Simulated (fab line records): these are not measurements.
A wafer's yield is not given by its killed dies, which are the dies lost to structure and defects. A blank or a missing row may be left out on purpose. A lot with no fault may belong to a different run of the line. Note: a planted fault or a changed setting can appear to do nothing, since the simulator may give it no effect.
Which tool is to blame? :: flow gf180mcu :: 33 wafers from 11 lots sampled at 6 of the route's 602 steps

WHAT THE GAUGES READ, wafer by wafer
GF_M4_CD_MEAS_14: the cd target is 280 nm.
lot: L231
measured: day 23 17:40
on: cdSem-01
cdNm (nm): 281.4 280.5 281.0

lot: L236
measured: day 25 16:59
on: cdSem-02
cdNm (nm): 280.4 280.0 278.5

lot: L234
measured: day 25 18:04
on: cdSem-01
cdNm (nm): 279.5 279.8 279.3

lot: L237
measured: day 26 04:04
on: cdSem-02
cdNm (nm): 278.2 278.4 278.1

lot: L243
measured: day 28 09:58
on: cdSem-01
cdNm (nm): 280.6 281.6 280.8

lot: L246
measured: day 29 06:58
on: cdSem-02
cdNm (nm): 280.1 279.8 279.4

lot: L247
measured: day 29 10:03
on: cdSem-02
cdNm (nm): 279.4 280.3 280.1

lot: L248
measured: day 30 00:02
on: cdSem-01
cdNm (nm): 279.1 280.0 279.2

lot: L249
measured: day 30 01:15
on: cdSem-01
cdNm (nm): 277.9 277.4 277.4

lot: L250
measured: day 30 07:43
on: cdSem-01
cdNm (nm): 277.7 277.7 277.9

lot: L252
measured: day 30 20:43
on: cdSem-01
cdNm (nm): 281.4 282.0 281.0

GF_V4_THK_MEAS_01.
lot: L231
measured: day 23 18:32
on: filmMetro-01
V4_CVD_00_THK (nm): 595 593 600

lot: L236
measured: day 25 17:52
on: filmMetro-02
V4_CVD_00_THK (nm): 599 598 598

lot: L234
measured: day 25 18:55
on: filmMetro-01
V4_CVD_00_THK (nm): 604 604 605

lot: L237
measured: day 26 04:57
on: filmMetro-02
V4_CVD_00_THK (nm): 595 599 601

lot: L243
measured: day 28 10:59
on: filmMetro-03
V4_CVD_00_THK (nm): 595 594 588

lot: L246
measured: day 29 07:50
on: filmMetro-03
V4_CVD_00_THK (nm): 587 585 591

lot: L247
measured: day 29 10:58
on: filmMetro-01
V4_CVD_00_THK (nm): 592 600 593

lot: L248
measured: day 30 00:54
on: filmMetro-01
V4_CVD_00_THK (nm): 598 601 593

lot: L249
measured: day 30 02:06
on: filmMetro-03
V4_CVD_00_THK (nm): 604 602 599

lot: L250
measured: day 30 08:35
on: filmMetro-03
V4_CVD_00_THK (nm): 592 591 598

lot: L252
measured: day 30 21:44
on: filmMetro-01
V4_CVD_00_THK (nm): 598 593 592

GF_V4_THK_MEAS_03.
lot: L231
measured: day 23 18:40
on: filmMetro-03
V4_CVD_02_THK (nm): 848 840 850

lot: L236
measured: day 25 17:59
on: filmMetro-01
V4_CVD_02_THK (nm): 841 832 866

lot: L234
measured: day 25 19:02
on: filmMetro-01
V4_CVD_02_THK (nm): 865 869 864

lot: L237
measured: day 26 05:05
on: filmMetro-03
V4_CVD_02_THK (nm): 820 851 845

lot: L243
measured: day 28 11:07
on: filmMetro-02
V4_CVD_02_THK (nm): 837 840 862

lot: L246
measured: day 29 07:58
on: filmMetro-01
V4_CVD_02_THK (nm): 821 831 844

lot: L247
measured: day 29 11:05
on: filmMetro-01
V4_CVD_02_THK (nm): 843 847 844

lot: L248
measured: day 30 01:02
on: filmMetro-02
V4_CVD_02_THK (nm): 855 855 874

lot: L249
measured: day 30 02:14
on: filmMetro-02
V4_CVD_02_THK (nm): 863 880 874

lot: L250
measured: day 30 08:43
on: filmMetro-02
V4_CVD_02_THK (nm): 843 843 853

lot: L252
measured: day 30 21:52
on: filmMetro-01
V4_CVD_02_THK (nm): 839 855 855

GF_V4_RS_MEAS_24: uses a four-point probe to measure.
lot: L231
measured: day 24 18:22
on: filmMetro-01
V4_W_RS (ohm/sq): 0.329 0.328 0.325

lot: L236
measured: day 26 17:01
on: filmMetro-03
V4_W_RS (ohm/sq): 0.370 0.367 0.367

lot: L234
measured: day 26 17:56
on: filmMetro-02
V4_W_RS (ohm/sq): 0.371 0.366 0.368

lot: L237
measured: day 27 03:31
on: filmMetro-02
V4_W_RS (ohm/sq): 0.366 0.370 0.368

lot: L243
measured: day 29 07:28
on: filmMetro-02
V4_W_RS (ohm/sq): 0.325 0.320 0.322

lot: L246
measured: day 30 04:11
on: filmMetro-01
V4_W_RS (ohm/sq): 0.330 0.329 0.333

lot: L247
measured: day 30 07:10
on: filmMetro-03
V4_W_RS (ohm/sq): 0.328 0.322 0.331

lot: L248
measured: day 30 20:40
on: filmMetro-01
V4_W_RS (ohm/sq): 0.328 0.328 0.322

lot: L249
measured: day 30 21:51
on: filmMetro-02
V4_W_RS (ohm/sq): 0.327 0.326 0.327

lot: L250
measured: day 31 04:42
on: filmMetro-01
V4_W_RS (ohm/sq): 0.325 0.323 0.327

lot: L252
measured: day 31 16:49
on: filmMetro-03
V4_W_RS (ohm/sq): 0.324 0.328 0.329

GF_V4_THK_MEAS_25: measures by xrf.
lot: L231
measured: day 24 18:29
on: filmMetro-01
V4_W_THK (nm): 361 364 367

lot: L236
measured: day 26 17:08
on: filmMetro-03
V4_W_THK (nm): 320 324 326

lot: L234
measured: day 26 18:02
on: filmMetro-02
V4_W_THK (nm): 318 323 321

lot: L237
measured: day 27 03:38
on: filmMetro-02
V4_W_THK (nm): 328 325 327

lot: L243
measured: day 29 07:35
on: filmMetro-02
V4_W_THK (nm): 366 373 371

lot: L246
measured: day 30 04:18
on: filmMetro-01
V4_W_THK (nm): 360 363 356

lot: L247
measured: day 30 07:16
on: filmMetro-03
V4_W_THK (nm): 367 371 363

lot: L248
measured: day 30 20:47
on: filmMetro-01
V4_W_THK (nm): 364 363 370

lot: L249
measured: day 30 21:57
on: filmMetro-02
V4_W_THK (nm): 368 367 368

lot: L250
measured: day 31 04:49
on: filmMetro-01
V4_W_THK (nm): 366 369 365

lot: L252
measured: day 31 16:56
on: filmMetro-03
V4_W_THK (nm): 369 365 363

EACH LOT AND THE TOOL THAT RAN IT (in order: tool; ch and the chambers of the sampled wafers; start)
lot: L231
GF_V4_CVD_23: cvdW-01 ch 0,1, day 24 18:16

lot: L236
GF_V4_CVD_23: cvdW-02 ch 0,1, day 26 16:50

lot: L234
GF_V4_CVD_23: cvdW-02 ch 0,1, day 26 17:48

lot: L237
GF_V4_CVD_23: cvdW-02 ch 0,1, day 27 03:24

lot: L243
GF_V4_CVD_23: cvdW-02 ch 0, day 29 07:21

lot: L246
GF_V4_CVD_23: cvdW-01 ch 0,1, day 30 04:04

lot: L247
GF_V4_CVD_23: cvdW-02 ch 0,1, day 30 07:02

lot: L248
GF_V4_CVD_23: cvdW-01 ch 0,1, day 30 20:32

lot: L249
GF_V4_CVD_23: cvdW-02 ch 0,1, day 30 21:44

lot: L250
GF_V4_CVD_23: cvdW-01 ch 0,1, day 31 04:35

lot: L252
GF_V4_CVD_23: cvdW-02 ch 0,1, day 31 16:43
- GF_V4_CVD_23: deposits W, target thk 350 nm, time 104.9 s.

WHAT THE TOOLS THEMSELVES READ (means of the sampled wafers that have a number; where no wafer has one, the mark that the record gives instead)
GF_V4_CVD_23.
lot: L231
tool: cvdW-01
chamberPressureTorr (Torr): 40.01
heaterPowerW (W): 769

lot: L236
tool: cvdW-02
chamberPressureTorr (Torr): 30.86
heaterPowerW (W): 711

lot: L234
tool: cvdW-02
chamberPressureTorr (Torr): 30.80
heaterPowerW (W): 700

lot: L237
tool: cvdW-02
chamberPressureTorr (Torr): 30.81
heaterPowerW (W): 733

lot: L243
tool: cvdW-02
chamberPressureTorr (Torr): 40.05
heaterPowerW (W): 699

lot: L246
tool: cvdW-01
chamberPressureTorr (Torr): 39.96
heaterPowerW (W): 828

lot: L247
tool: cvdW-02
chamberPressureTorr (Torr): 40.00
heaterPowerW (W): 731

lot: L248
tool: cvdW-01
chamberPressureTorr (Torr): 40.07
heaterPowerW (W): 824

lot: L249
tool: cvdW-02
chamberPressureTorr (Torr): 40.00
heaterPowerW (W): 712

lot: L250
tool: cvdW-01
chamberPressureTorr (Torr): 40.00
heaterPowerW (W): 790

lot: L252
tool: cvdW-02
chamberPressureTorr (Torr): 39.98
heaterPowerW (W): 720

THE ANSWER, worked out from the rows above alone
Rule: the usual values come from the lots themselves. Put in order of their means at a reading, lots are off if they are a third of the lots or fewer, leave a main group of 4 or more, and stand apart from it by a gap of 3 or more times the standard deviation of the main group's means; of several such gaps the widest counts. The tables above print the reading to a certain number of digits; a main group whose means all agree to those digits is not used. A lot without any number at a reading at which 4 lots or more have one is off too. Any other lot the step has rows for is counted as sound. Order of review: gauges by route order, followed by the tools' own readings, for which a lot's mean as printed above is used. At the first step where some lot is off, the reading lying furthest off is the one used; lots without a number count as furthest.
Off: L236, L234, L237, at GF_V4_RS_MEAS_24 (V4_W_RS). Mean 0.327 ohm/sq and standard deviation 0.0022 in the main group.
A tool fits if, at a process step before that reading, it ran every lot that is off, and no sound lot after the first of them. Not tried: the gauges at GF_V4_RS_MEAS_24; whatever is off there is also off at GF_V4_CVD_23, on other tools, and gauge error can't account for it. Not one of the candidates tried fits.

WHAT THE SIMULATOR HAD PUT IN
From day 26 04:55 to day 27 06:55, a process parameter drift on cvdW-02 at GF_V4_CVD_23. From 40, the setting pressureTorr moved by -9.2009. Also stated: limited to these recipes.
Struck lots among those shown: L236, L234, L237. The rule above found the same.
